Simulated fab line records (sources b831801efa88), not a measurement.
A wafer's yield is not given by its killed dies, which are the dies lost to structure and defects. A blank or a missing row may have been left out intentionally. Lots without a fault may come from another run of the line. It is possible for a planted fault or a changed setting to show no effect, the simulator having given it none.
Struck lot and sound lot, side by side | flow gf180mcu | 16 out of 602 route steps
Sound: the wafers L322.1, L322.3, L322.5. Wafers struck: L332.1, L332.6. The cause is given at the end.
For every step that has rows: the tool of each side, followed by ch and its chambers, followed by its first start. Under that, the readings that differ: sound wafers | struck wafers | difference of the means | sigmas: that difference in standard deviations of wafers without a fault.
alike: same words and numbers on both sides, and readings whose means sit less than 2 such deviations apart. not compared: any withheld reading, any reading some wafer has no value for, any bound like >300 that may hide the same value, and any number with overlapping values for which the record gives no deviation.
The two part at a step that has a row with sigmas, a row that says differs or no value, or rows on one side only. Non-overlapping numbers with no deviation appear without sigmas and do not part them. Lack of a reading on every wafer of one side parts them only where that side has two or more wafers.

GF_M3_SPUTTER_04: material TiN, target thk 50 nm, time 41.7 s.
  sound on pvd sputter-03, day 23 03:02; struck on pvd sputter-02, day 26 02:26
  alike: chamber pressure pa, throttle valve pct
GF_M3_RS_MEAS_05: measurement is done with a four-point probe.
  sound on film metro-04, day 23 03:05; struck on film metro-02, day 26 02:28
  reading             | sound                | struck        | difference | sigmas
  M3_ALCU_RS (ohm/sq) | 0.0687 0.0687 0.0684 | 0.0701 0.0706 | +0.0018    | +3
GF_M3_THK_MEAS_06: measures by xrf.
  sound on film metro-04, day 23 03:12; struck on film metro-02, day 26 02:35
  reading          | sound       | struck  | difference | sigmas
  M3_ALCU_THK (nm) | 449 449 453 | 438 435 | -14        | -3
then, 7 steps without rows for these wafers: GF_M3_DEHYDRATE_07 (time 60 s); GF_M3_HMDS_08 (prime time 60 s); GF_M3_COAT_09 (resist thk 1000 nm); GF_M3_SOFTBAKE_10 (time 60 s); GF_M3_EXPOSE_11 (exposes mask Metal3, target cd 280 nm); GF_M3_PEB_12 (peb time 90 s); GF_M3_DEVELOP_13 (develop time 60 s).
GF_M3_CD_MEAS_14: the cd target is 280 nm.
  sound on cd sem-01, day 24 01:44; struck on cd sem-01, day 26 23:01
  alike: cd nm
GF_M3_OVL_MEAS_15:
  sound on overlay-01, day 24 01:51; struck on overlay-02, day 26 23:08
  alike: M3_OVL
GF_M3_METAL_ETCH_16: etches the open film in Cl2/BCl3, stops on SiO2, target depth 750.8 nm, time 125.1 s.
  sound on rie metal-04 ch 0,1, day 24 01:53; struck on rie metal-03 ch 1, day 26 23:10
  reading                             | sound                | struck        | difference | sigmas
  oes product au (a.u.)               | 0.998 0.981 0.991    | 0.874 0.874   | -0.116     | -24
  throttle valve pct (%)              | 28.245 28.221 28.237 | 28.353 28.353 | +0.119     | +12
  model.KrF_of_M3_COAT_09.thk nm (nm) | 677.4 679.6 682.4    | 750.2 744.5   | +67.6      |
  alike: drypump motor current A
  not compared: rf hours counter h
GF_M3_STRIP_17: strips in O2/N2.
  sound on plasma asher-02 ch 0, day 24 02:01; struck on plasma asher-02 ch 1, day 26 23:18
  reading                      | sound             | struck      | difference | sigmas
  drypump motor current A (A)  | 5.58 5.59 5.60    | 6.09 6.09   | +0.50      | +2
  oes product au (a.u.)        | 0.535 0.537 0.532 | 0.566 0.564 | +0.030     | +7
  strip time to endpoint s (s) | 7.32 7.33 7.36    | 8.02 7.97   | +0.66      | +16
  alike: heater power w, n2 flow sccm
  not compared: rf hours counter h
then, 1 step without rows for these wafers: GF_M3_STRIP_18 (strips in post etch residue remover, time 1200 s).
-- the record jumps here: 7 days lie between the struck wafers' starts before and after (it left off in module M3 and takes up again in module PASSIVATION, whose first step shown is number 602 of the route) --
GF_PASSIVATION_PROBE_99:
  sound on prober-02, day 31 04:57; struck on prober-02, day 33 12:33
  reading                                    | sound                | struck        | difference | sigmas
  model.etest.contact to gate.bv right v (V) | 37.06 36.29 36.38    | 34.58 35.01   | -1.78      |
  model.etest.contact to gate.bv left v (V)  | 37.76 36.96 37.84    | 33.2 33.36    | -4.2       |
  model.etest.met3 comb.leak log10 a um      | -12.06 -11.95 -11.97 | -7.837 -10.13 | +3.010     |
  model.etest.contact poly.rc ohm            | 5.926 6.049 5.891    | 4.579 4.63    | -1.351     |
  model.etest.contact pplus.rc ohm           | 5.119 5.312 5.302    | 4.107 4.216   | -1.083     |
  not compared: model.etest.met4 comb.over limit, model.etest.pmos_3p3.over limit, model.etest.pmos_6p0.short

== WHERE THEY PART ==
First at GF_M3_RS_MEAS_05; last, within this record, at GF_M3_STRIP_17.

WHY: what the simulator had put in
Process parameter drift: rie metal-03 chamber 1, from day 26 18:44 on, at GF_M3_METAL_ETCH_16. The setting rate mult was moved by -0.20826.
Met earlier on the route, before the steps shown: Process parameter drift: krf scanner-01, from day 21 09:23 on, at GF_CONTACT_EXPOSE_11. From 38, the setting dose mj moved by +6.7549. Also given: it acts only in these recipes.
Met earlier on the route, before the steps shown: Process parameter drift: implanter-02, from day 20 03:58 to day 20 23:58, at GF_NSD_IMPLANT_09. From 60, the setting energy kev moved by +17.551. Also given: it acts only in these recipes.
